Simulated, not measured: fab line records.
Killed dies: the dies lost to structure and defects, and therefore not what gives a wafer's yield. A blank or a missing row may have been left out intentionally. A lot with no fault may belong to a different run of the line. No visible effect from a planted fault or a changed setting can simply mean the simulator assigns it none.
Struck lot and sound lot, side by side -- flow sky130 -- 14 out of 708 route steps
Sound: these wafers, L809.4, L809.5, L809.6. Struck: wafers L812.2, L812.3, L812.4. The cause is given at the end.
At each step with rows: each side's tool, then ch and its chambers, then its first start. Under that, the readings that differ: sound wafers -- struck wafers -- difference of the means -- sigmas: that difference in standard deviations of wafers without a fault.
alike: same words and numbers on both sides, and readings whose means sit less than 2 such deviations apart. not compared: any withheld reading, any reading some wafer has no value for, any bound like >300 that may hide the same value, and any number with overlapping values for which the record gives no deviation.
Wherever a step has rows on one side only, a row that says differs or no value, or a row with sigmas, the two part there. Numbers that have no deviation but don't overlap get no sigmas and don't part them. A reading that every wafer of one side lacks parts them only if that side has two wafers or more.

first, 2 steps without rows for these wafers: SKY_VT_ADJUST_LVTN_PEB_05; SKY_VT_ADJUST_LVTN_DEVELOP_06 (develop time 60 s).
SKY_VT_ADJUST_LVTN_OVL_MEAS_07:
  sound: overlay-01 at day 9 00:30; struck: overlay-02 at day 9 17:02
  alike: VT_ADJUST_LVTN_OVL
then, 1 step without rows for these wafers: SKY_VT_ADJUST_LVTN_IMPLANT_08.
SKY_VT_ADJUST_LVTN_STRIP_09: strips in O2/N2.
  sound on plasma-asher-01 ch 0,1, day 9 00:42; struck on plasma-asher-04 ch 0,1, day 9 17:13
  alike: chamber-pressure-mTorr, drypump-motor-current-A, oes-product-au, strip-time-to-endpoint-s
  not compared: rf-hours-counter-h
SKY_VT_ADJUST_LVTN_TW_MEAS_10:
  sound: film-metro-03 at day 9 00:47; struck: film-metro-03 at day 9 17:19
  alike: VT_ADJUST_LVTN_TW
then, 6 steps without rows for these wafers: SKY_VT_ADJUST_LVTN_DEHYDRATE_11 (time 60 s); SKY_VT_ADJUST_LVTN_HMDS_12 (prime time 60 s); SKY_VT_ADJUST_LVTN_COAT_13 (resist thk 1140 nm); SKY_VT_ADJUST_LVTN_SOFTBAKE_14 (time 60 s); SKY_VT_ADJUST_LVTN_EXPOSE_15 (exposes mask HVN STD DERIVED, target cd 600 nm); SKY_VT_ADJUST_LVTN_PEB_16.
SKY_VT_ADJUST_LVTN_DEVELOP_17: develop time 60 s.
  struck on litho-track-04, day 10 14:59; sound on litho-track-03 ch 0, day 9 22:56
  no value came back on the struck wafers for chill-plate-temp-C (C), develop-time-s (s); on the sound wafers chill-plate-temp-C (C) reads 23.03 23.18 23.00
SKY_VT_ADJUST_LVTN_OVL_MEAS_18:
  sound: overlay-01 at day 9 23:02; struck: overlay-02 at day 10 15:07
reading,sound,struck,difference,sigmas
VT_ADJUST_LVTN_01_OVL (nm),3.0 4.7 4.9,- - -,no value on the struck wafers,

WHERE THEY PART
Earliest at SKY_VT_ADJUST_LVTN_DEVELOP_17; latest, in this record, at SKY_VT_ADJUST_LVTN_OVL_MEAS_18.

WHY: the cause the simulator had injected
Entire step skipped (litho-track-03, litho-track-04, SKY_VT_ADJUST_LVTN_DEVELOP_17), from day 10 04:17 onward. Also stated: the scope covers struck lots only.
